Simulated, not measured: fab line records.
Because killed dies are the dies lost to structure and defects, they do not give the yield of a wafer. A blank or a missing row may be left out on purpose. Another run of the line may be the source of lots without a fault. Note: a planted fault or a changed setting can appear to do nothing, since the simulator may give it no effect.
Matching of chambers -- flow gf180mcu -- 4 sister chambers for GF_V5_CMP_04 on cmp-02
The step polishes SiO2. 4 wafers are shown with their chamber, then 11 later ones without.

WAFERS PAIRED WITH THEIR CHAMBERS
wafer,chamber,motor current A (A)
L509.4,0,12.4
L513.3,2,13.4
L513.5,3,11.4
L519.1,1,12.2

WAFERS WITH NO CHAMBER GIVEN
wafer,motor current A (A)
L519.2,13.2
L519.5,13.0
L520.2,12.0
L520.3,12.8
L520.6,11.6
L522.2,12.2
L522.3,13.2
L522.6,12.4
L523.2,13.2
L523.5,12.0
L523.6,11.0

WHICH CHAMBER EACH ONE RAN IN
wafer,from the rows above,in truth
L519.2,2,2
L519.5,can't be placed: 2 or 0 or 1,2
L520.2,can't be placed: 1 or 0 or 3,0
L520.3,can't be placed: 0 or 2 or 1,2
L520.6,can't be placed: 3 or 1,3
L522.2,can't be placed: 1 or 0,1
L522.3,2,2
L522.6,can't be placed: 0 or 1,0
L523.2,2,2
L523.5,can't be placed: 1 or 0 or 3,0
L523.6,3,3
Correct placement for 4 of the 11. These rows do not allow placing 7 (true chamber among the candidates in 7). Wrongly placed: 0.
How it was worked out, from the rows above alone: a wafer's distance from a chamber is the root of the sum, over the readings, of the square of ((its reading less the chamber's mean) divided by the reading's scatter). If the next closest chamber is less than 2 further off than the closest, the wafer can't be placed; otherwise it belongs to the closest. A chamber's mean is the mean of its shown wafers. The scatter (one wafer shown for each chamber): square how far every hidden wafer sits from the nearest shown wafer, average those squares and take the square root.
